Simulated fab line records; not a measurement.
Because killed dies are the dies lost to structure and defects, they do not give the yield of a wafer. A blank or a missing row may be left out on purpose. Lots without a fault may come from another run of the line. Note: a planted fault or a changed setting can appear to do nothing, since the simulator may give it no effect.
Lot-split experiment :: flow gf180mcu :: 5 lots, 23 wafers read, on a route of 602 steps

## ABOUT THE SPLIT
At GF_V4_SPUTTER_22 (material TiN, target thk 10 nm, time 40 s), the setting power-w was moved away from the recipe's 4000 W on 7 of the 23 wafers read, by -6.3% to +6.6%. This setting was run at the recipe's value on the other wafers.

Reading taken at the split's own step.

## THE READING
TiN_of_V4_SPUTTER_22.thk-nm (the simulator's own value, which no gauge read), in nm, at GF_V4_SPUTTER_22 (material TiN, target thk 10 nm, time 40 s). There is no usual value for it anywhere in the file. Across the 16 wafers here that went through the recipe, the average is 9.995 nm and the standard deviation 0.091 nm.

wafer: L076.2
tool, chamber at the split: pvd-sputter-03, -
power-w as run, W: 4000
against the recipe: recipe
TiN_of_V4_SPUTTER_22.thk-nm, nm: 10.05
against lot-mates on the recipe: -

wafer: L076.3
tool, chamber at the split: pvd-sputter-03, -
power-w as run, W: 4000
against the recipe: recipe
TiN_of_V4_SPUTTER_22.thk-nm, nm: 10.03
against lot-mates on the recipe: -

wafer: L076.4
tool, chamber at the split: pvd-sputter-03, -
power-w as run, W: 4000
against the recipe: recipe
TiN_of_V4_SPUTTER_22.thk-nm, nm: 10.03
against lot-mates on the recipe: -

wafer: L076.5
tool, chamber at the split: pvd-sputter-03, -
power-w as run, W: 4165
against the recipe: +4.1%
TiN_of_V4_SPUTTER_22.thk-nm, nm: 10.41
against lot-mates on the recipe: +0.373

wafer: L076.6
tool, chamber at the split: pvd-sputter-03, -
power-w as run, W: 4165
against the recipe: +4.1%
TiN_of_V4_SPUTTER_22.thk-nm, nm: 10.47
against lot-mates on the recipe: +0.433

wafer: L077.1
tool, chamber at the split: pvd-sputter-03, -
power-w as run, W: 4000
against the recipe: recipe
TiN_of_V4_SPUTTER_22.thk-nm, nm: 9.914
against lot-mates on the recipe: -

wafer: L077.2
tool, chamber at the split: pvd-sputter-03, -
power-w as run, W: 4000
against the recipe: recipe
TiN_of_V4_SPUTTER_22.thk-nm, nm: 9.911
against lot-mates on the recipe: -

wafer: L077.6
tool, chamber at the split: pvd-sputter-03, -
power-w as run, W: 4000
against the recipe: recipe
TiN_of_V4_SPUTTER_22.thk-nm, nm: 9.961
against lot-mates on the recipe: -

wafer: L080.1
tool, chamber at the split: pvd-sputter-01, -
power-w as run, W: 4000
against the recipe: recipe
TiN_of_V4_SPUTTER_22.thk-nm, nm: 9.92
against lot-mates on the recipe: -

wafer: L080.2
tool, chamber at the split: pvd-sputter-01, -
power-w as run, W: 4265
against the recipe: +6.6%
TiN_of_V4_SPUTTER_22.thk-nm, nm: 10.69
against lot-mates on the recipe: +0.747

wafer: L080.3
tool, chamber at the split: pvd-sputter-01, -
power-w as run, W: 4000
against the recipe: recipe
TiN_of_V4_SPUTTER_22.thk-nm, nm: 9.966
against lot-mates on the recipe: -

wafer: L080.5
tool, chamber at the split: pvd-sputter-01, -
power-w as run, W: 4265
against the recipe: +6.6%
TiN_of_V4_SPUTTER_22.thk-nm, nm: 10.65
against lot-mates on the recipe: +0.707

wafer: L080.6
tool, chamber at the split: pvd-sputter-01, -
power-w as run, W: 4265
against the recipe: +6.6%
TiN_of_V4_SPUTTER_22.thk-nm, nm: 10.78
against lot-mates on the recipe: +0.837

wafer: L082.1
tool, chamber at the split: pvd-sputter-02, -
power-w as run, W: 4000
against the recipe: recipe
TiN_of_V4_SPUTTER_22.thk-nm, nm: 10.05
against lot-mates on the recipe: -

wafer: L082.2
tool, chamber at the split: pvd-sputter-02, -
power-w as run, W: 4000
against the recipe: recipe
TiN_of_V4_SPUTTER_22.thk-nm, nm: 10.06
against lot-mates on the recipe: -

wafer: L082.3
tool, chamber at the split: pvd-sputter-02, -
power-w as run, W: 4000
against the recipe: recipe
TiN_of_V4_SPUTTER_22.thk-nm, nm: 10.03
against lot-mates on the recipe: -

wafer: L082.5
tool, chamber at the split: pvd-sputter-02, -
power-w as run, W: 4000
against the recipe: recipe
TiN_of_V4_SPUTTER_22.thk-nm, nm: 9.981
against lot-mates on the recipe: -

wafer: L082.6
tool, chamber at the split: pvd-sputter-02, -
power-w as run, W: 4000
against the recipe: recipe
TiN_of_V4_SPUTTER_22.thk-nm, nm: 9.772
against lot-mates on the recipe: -

wafer: L084.1
tool, chamber at the split: pvd-sputter-02, -
power-w as run, W: 4000
against the recipe: recipe
TiN_of_V4_SPUTTER_22.thk-nm, nm: 9.95
against lot-mates on the recipe: -

wafer: L084.2
tool, chamber at the split: pvd-sputter-02, -
power-w as run, W: 4000
against the recipe: recipe
TiN_of_V4_SPUTTER_22.thk-nm, nm: 10.12
against lot-mates on the recipe: -

wafer: L084.3
tool, chamber at the split: pvd-sputter-02, -
power-w as run, W: 3746
against the recipe: -6.3%
TiN_of_V4_SPUTTER_22.thk-nm, nm: 9.126
against lot-mates on the recipe: -0.954

wafer: L084.5
tool, chamber at the split: pvd-sputter-02, -
power-w as run, W: 3746
against the recipe: -6.3%
TiN_of_V4_SPUTTER_22.thk-nm, nm: 9.361
against lot-mates on the recipe: -0.719

wafer: L084.6
tool, chamber at the split: pvd-sputter-02, -
power-w as run, W: 4000
against the recipe: recipe
TiN_of_V4_SPUTTER_22.thk-nm, nm: 10.17
against lot-mates on the recipe: -

THE FIT
A straight line over all 23 wafers: TiN_of_V4_SPUTTER_22.thk-nm changes by +0.112 nm for each +1% of power-w; r = +0.97; the points scatter about the line by 0.092 nm.
The same after taking each lot's own level away (the mean of its wafers on the recipe; 23 wafers): +0.119 nm for each +1%; r = +0.98; scatter 0.084 nm.
According to that fit, moving power-w by its largest amount changes the reading by 0.79 nm.
Measured against the standard deviation above, the lots' own levels, which go from 9.9287 to 10.0800 nm, span 1.7 times it.
The two slopes agree, so the slope changes little with the lot-to-lot level.
Check: for one of the wafers moved furthest among these (+6.6%), held out of the fit, the line's prediction against its lot-mates is +0.779 nm. It came out at +0.747 nm against them.

## FURTHER SPLITS ON THESE WAFERS
Note: prior to the reading, these wafers also went through further splits. Each is held against what the fit with the lots' levels taken away leaves over:
other split on the same wafers: GF_V4_COAT_09 resist-thk-nm
wafers away from the commonest value: 5
r with TiN_of_V4_SPUTTER_22.thk-nm (lot level and that fit taken away): +0.03

## THE FILE'S OWN FIT
TiN_of_V4_SPUTTER_22.thk-nm changes by +0.119 nm for each +1% of power-w, r = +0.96.
